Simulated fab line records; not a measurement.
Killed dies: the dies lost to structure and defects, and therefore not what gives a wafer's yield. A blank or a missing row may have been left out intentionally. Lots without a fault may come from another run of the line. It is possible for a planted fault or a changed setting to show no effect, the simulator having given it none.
What tool caused it? :: flow gf180mcu :: 42 wafers from 14 lots sampled at 4 of the route's 602 steps

## WHAT THE GAUGES READ, wafer by wafer
GF_LVPWELL_OVL_MEAS_07. Usual: LVPWELL_OVL typically reads -0.9 nm, with standard deviation 1.3.
lot: L224
measured: day 4 00:27
on: overlay-01
LVPWELL_OVL (nm): -1.3 -2.1 -0.9
flag: 

lot: L226
measured: day 4 13:19
on: overlay-02
LVPWELL_OVL (nm): 0.0 -1.6 -0.8
flag: 

lot: L230
measured: day 5 13:13
on: overlay-01
LVPWELL_OVL (nm): -1.4 -1.2 -1.7
flag: 

lot: L231
measured: day 5 14:17
on: overlay-01
LVPWELL_OVL (nm): -0.7 -1.4 -0.4
flag: 

lot: L233
measured: day 6 08:40
on: overlay-02
LVPWELL_OVL (nm): -1.0 -1.4 -2.3
flag: 

lot: L239
measured: day 7 20:08
on: overlay-01
LVPWELL_OVL (nm): -2.3 -1.8 -1.9
flag: 

lot: L240
measured: day 8 05:04
on: overlay-02
LVPWELL_OVL (nm): -0.9 -1.2 0.0
flag: 

lot: L241
measured: day 8 06:01
on: overlay-02
LVPWELL_OVL (nm): -1.8 -1.4 -1.9
flag: 

lot: L242
measured: day 8 07:16
on: overlay-01
LVPWELL_OVL (nm): -1.1 -1.1 -2.0
flag: 

lot: L243
measured: day 8 13:13
on: overlay-01
LVPWELL_OVL (nm): -1.5 -3.1 -2.1
flag: 

lot: L244
measured: day 8 18:07
on: overlay-02
LVPWELL_OVL (nm): 1.3 0.6 0.4
flag: 

lot: L245
measured: day 9 00:21
on: overlay-02
LVPWELL_OVL (nm): -1.5 -3.0 -3.7
flag: 

GF_VT_IMPLANT_RS_MEAS_47: measures by four-point-probe. Usual: NWELL_RS typically reads 488.0 ohm/sq, with standard deviation 1.2.
lot: L224
measured: day 7 15:59
on: filmMetro-03
NWELL_RS (ohm/sq): 488.8 488.1 488.4
flag: 

lot: L226
measured: day 8 07:39
on: filmMetro-01
NWELL_RS (ohm/sq): 487.8 488.5 488.1
flag: 

lot: L230
measured: day 9 16:38
on: filmMetro-04
NWELL_RS (ohm/sq): 489.2 487.7 488.4
flag: 

lot: L231
measured: day 9 17:29
on: filmMetro-04
NWELL_RS (ohm/sq): 488.7 487.3 488.1
flag: 

lot: L233
measured: day 10 12:16
on: filmMetro-01
NWELL_RS (ohm/sq): 487.1 487.5 488.2
flag: 

lot: L239
measured: day 12 05:25
on: filmMetro-03
NWELL_RS (ohm/sq): 486.8 488.1 485.8
flag: 

lot: L240
measured: day 12 17:01
on: filmMetro-01
NWELL_RS (ohm/sq): 490.0 489.9 487.9
flag: 

lot: L241
measured: day 12 20:16
on: filmMetro-04
NWELL_RS (ohm/sq): 487.9 487.8 488.1
flag: 

lot: L242
measured: day 12 20:58
on: filmMetro-01
NWELL_RS (ohm/sq): 488.5 486.3 488.1
flag: 

lot: L243
measured: day 13 04:04
on: filmMetro-01
NWELL_RS (ohm/sq): 490.3 489.0 491.2
flag: 

lot: L244
measured: day 13 07:57
on: filmMetro-01
NWELL_RS (ohm/sq): 487.2 487.8 487.1
flag: 

lot: L245
measured: day 13 16:06
on: filmMetro-01
NWELL_RS (ohm/sq): 488.1 488.5 488.6
flag: 

GF_NSD_CD_MEAS_07: the cd target is 400 nm. Usual: cdNm reads 399.9 nm (standard deviation 2.4).
lot: L224
measured: day 13 11:26
on: cdSem-02
cdNm (nm): 395.9 396.2 397.5
flag: 

lot: L226
measured: day 14 05:11
on: cdSem-02
cdNm (nm): 398.8 399.2 401.9
flag: 

lot: L230
measured: day 15 21:19
on: cdSem-01
cdNm (nm): 399.9 399.1 400.9
flag: 

lot: L231
measured: day 16 02:59
on: cdSem-01
cdNm (nm): 403.4 401.9 402.0
flag: 

lot: L233
measured: day 16 23:15
on: cdSem-02
cdNm (nm): 403.9 400.6 403.1
flag: 

lot: L239
measured: day 19 01:52
on: cdSem-01
cdNm (nm): 400.5 399.1 400.5
flag: 

lot: L240
measured: day 19 15:29
on: cdSem-01
cdNm (nm): 399.0 396.4 396.4
flag: 

lot: L241
measured: day 19 18:47
on: cdSem-01
cdNm (nm): 399.0 400.3 400.3
flag: 

lot: L242
measured: day 19 19:08
on: cdSem-02
cdNm (nm): 401.4 398.7 399.9
flag: 

lot: L243
measured: day 20 04:36
on: cdSem-01
cdNm (nm): 401.6 400.1 399.1
flag: 

lot: L244
measured: day 20 09:58
on: cdSem-02
cdNm (nm): 402.1 401.8 402.0
flag: 

lot: L245
measured: day 20 20:35
on: cdSem-01
cdNm (nm): 400.3 399.6 400.4
flag: 

## TOOL THAT RAN EACH LOT (tool first, then ch and the chambers of the sampled wafers, then the start)
lot: L224
GF_STI_OXIDATION_29: furnace-01 ch 0, day 2 09:09

lot: L226
GF_STI_OXIDATION_29: furnace-02 ch 0, day 2 21:13

lot: L230
GF_STI_OXIDATION_29: furnace-01 ch 0, day 3 18:01

lot: L231
GF_STI_OXIDATION_29: furnace-02 ch 0, day 3 21:15

lot: L233
GF_STI_OXIDATION_29: furnace-02 ch 0, day 4 13:13

lot: L235
GF_STI_OXIDATION_29: furnace-02, day 5 03:55

lot: L236
GF_STI_OXIDATION_29: furnace-02, day 5 03:55

lot: L239
GF_STI_OXIDATION_29: furnace-01 ch 0, day 5 19:19

lot: L240
GF_STI_OXIDATION_29: furnace-01 ch 0, day 6 03:46

lot: L241
GF_STI_OXIDATION_29: furnace-01 ch 0, day 6 03:46

lot: L242
GF_STI_OXIDATION_29: furnace-02 ch 0, day 6 07:35

lot: L243
GF_STI_OXIDATION_29: furnace-02 ch 0, day 6 11:31

lot: L244
GF_STI_OXIDATION_29: furnace-02 ch 0, day 6 17:10

lot: L245
GF_STI_OXIDATION_29: furnace-01 ch 0, day 6 23:20
- GF_STI_OXIDATION_29: stabilise 600 s, purge 300 s, target thk 10 nm.

## WHAT THE TOOLS THEMSELVES READ (means of the sampled wafers that have a number; where no wafer has one, the mark that the record gives instead)
GF_STI_OXIDATION_29. Usual: oxTempC 899.9 C, standard deviation 0.36; oxTempCMax 903.0, standard deviation 0.63; zonePowerTopPct 34 %, standard deviation 3.9.
lot: L224
tool: furnace-01
oxTempC (C): 899.8
oxTempCMax: 902.6
zonePowerTopPct (%): 38
flag: 

lot: L226
tool: furnace-02
oxTempC (C): 899.5
oxTempCMax: 903.0
zonePowerTopPct (%): 30
flag: 

lot: L230
tool: furnace-01
oxTempC (C): 899.5
oxTempCMax: 903.0
zonePowerTopPct (%): 38
flag: 

lot: L231
tool: furnace-02
oxTempC (C): 899.9
oxTempCMax: 903.2
zonePowerTopPct (%): 31
flag: 

lot: L233
tool: furnace-02
oxTempC (C): 899.6
oxTempCMax: 903.0
zonePowerTopPct (%): 30
flag: 

lot: L235
tool: furnace-02
oxTempC (C): -
oxTempCMax: -
zonePowerTopPct (%): -
flag: OFF

lot: L236
tool: furnace-02
oxTempC (C): -
oxTempCMax: -
zonePowerTopPct (%): -
flag: OFF

lot: L239
tool: furnace-01
oxTempC (C): 899.3
oxTempCMax: 902.0
zonePowerTopPct (%): 38
flag: 

lot: L240
tool: furnace-01
oxTempC (C): 899.4
oxTempCMax: 902.3
zonePowerTopPct (%): 38
flag: 

lot: L241
tool: furnace-01
oxTempC (C): 899.9
oxTempCMax: 903.4
zonePowerTopPct (%): 38
flag: 

lot: L242
tool: furnace-02
oxTempC (C): 899.9
oxTempCMax: 902.9
zonePowerTopPct (%): 31
flag: 

lot: L243
tool: furnace-02
oxTempC (C): 899.8
oxTempCMax: 902.9
zonePowerTopPct (%): 31
flag: 

lot: L244
tool: furnace-02
oxTempC (C): 899.7
oxTempCMax: 902.5
zonePowerTopPct (%): 31
flag: 

lot: L245
tool: furnace-01
oxTempC (C): 900.1
oxTempCMax: 902.7
zonePowerTopPct (%): 38
flag: 

## THE ANSWER, worked out from the rows above alone
Rule: take the mean of a lot's wafers that have a number; if it is more than 3 standard deviations from the usual mean, the lot is off. A lot without any number at a reading at which 4 lots or more have one is off too. Where the step has rows for the other lots, those lots are counted as sound. Order of review: gauges by route order, followed by the tools' own readings, for which a lot's mean as printed above is used. At the first step where some lot is off, the reading lying furthest off is the one used; lots without a number count as furthest.
Off, at GF_STI_OXIDATION_29 on oxTempC: L235, L236. Without a number there: L235, L236.
If a tool, at that step or one of the process steps before it, ran each lot that is off and ran no sound lot following the first of them, it fits. None of those tried fits.

## WHAT WAS PUT IN BY THE SIMULATOR
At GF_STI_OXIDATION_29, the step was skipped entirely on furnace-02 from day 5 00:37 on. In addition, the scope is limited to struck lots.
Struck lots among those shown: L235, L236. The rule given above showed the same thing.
